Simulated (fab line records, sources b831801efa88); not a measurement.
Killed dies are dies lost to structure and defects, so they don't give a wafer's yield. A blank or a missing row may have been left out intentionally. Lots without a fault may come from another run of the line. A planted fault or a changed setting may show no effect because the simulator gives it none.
Problem report, 8D (eight disciplines) form, completed by code || flow gf180mcu || the parts of the form that need people (team, actions taken, sign-off) are left out

## 1. PROBLEM STATEMENT
Across 12 wafers from 4 lots, NSD_RS at GF_PSD_RS_MEAS_14 averages 48.93 ohm/sq, while fault-free wafers read 46.14 ohm/sq with a standard deviation of 0.083. Relative to the usual mean, that is a shift of +34 standard deviations.
The step: measures by four-point-probe.
First seen on wafer L184.1, day 16 19:01, on filmMetro-02. At this step, 39 wafers from 13 lots have a number in the record. By rule, "out" or "out of limits" means more than 4 standard deviations away from the usual mean. The rest of the wafers with a number are treated as sound.

## 2. WHAT IT IS; WHAT IT IS NOT
{"question": "which readings at this step", "is": "NSD_RS", "is not": "-"}
{"question": "which lots", "is": "L184, L185, L186, L188", "is not": "L177, L179, L180, L181, L194, L196, L197, L199, L200"}
{"question": "which wafers of those lots", "is": "all that have a number", "is not": "-"}
{"question": "read on which gauges", "is": "filmMetro-01, filmMetro-02, filmMetro-04", "is not": "-"}
{"question": "when", "is": "from day 16 19:01", "is not": "up to then (12 sound wafers); but 15 sound wafers of L194, L196, L197, L199, L200 came after"}

## 3. WHAT RULES OUT EACH SUSPECT
Counting: any tool at a process step up to the reading is kept as a suspect provided that every lot that is out went through it and no sound lot did after the first of them.
- the gauge at GF_PSD_RS_MEAS_14 is ruled out. 3 gauges (filmMetro-01, filmMetro-02, filmMetro-04) read the wafers that are out.
- rtpAnneal-01 at GF_PSD_RTA_13 (time 20 s): ruled out as a lasting fault. After its first lot that is out, L184 (day 16 18:56), sound lots L196, L199, L200 ran on it.
Left after counting: nothing in the record.

## 4. THE CAUSE (what the simulator had put in)
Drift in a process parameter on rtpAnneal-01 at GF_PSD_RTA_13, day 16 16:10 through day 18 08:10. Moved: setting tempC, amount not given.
It was ruled out by counting, in error; the rule expects a fault to strike all lots run on its tool from its start on, and this fault did not.

## 5. THE EFFECT CHAIN, in route order
One row per reading whose mean, taken over the struck wafers that have a number, lies over 3 standard deviations from the usual. Only readings whose record carries a usual standard deviation are examined. hours: median over the lots of the time between each lot's start at the first step of this table that gives one and its start at this step. sigmas: the change, counted in usual standard deviations.
{"hours": 0, "step": "GF_PSD_RTA_13", "reading": "wafer_temp_C_max", "usual": 1030.1, "on struck wafers": 1007.7, "change": -22.4, "sigmas": -15}
{"hours": 0, "step": "GF_PSD_RS_MEAS_14", "reading": "NSD_RS", "usual": "46.14 ohm/sq", "on struck wafers": 48.93, "change": "+2.79", "sigmas": "+34"}
{"hours": 0, "step": "GF_PSD_RS_MEAS_15", "reading": "PSD_RS", "usual": "108.60 ohm/sq", "on struck wafers": 123.04, "change": "+14.44", "sigmas": "+48"}
Here are the process steps it includes:
- GF_PSD_RTA_13: time 20 s.
At these later measuring or inspecting steps, every struck wafer for which the step has a row has a number for every such reading, and none has moved that far: GF_SALICIDE_RS_MEAS_04, GF_CONTACT_THK_MEAS_03.

## 6. WHAT WOULD HAVE CAUGHT IT SOONER
The first out-of-limits reading at a measuring or inspecting step in this record came at day 16 19:01, 3 hours after the fault's start at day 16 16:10.
At GF_PSD_RTA_13, the tool's own readings (wafer_temp_C_max) were out on each struck wafer the step has a row for, so an alarm limit on them would have fired on the first such wafer.
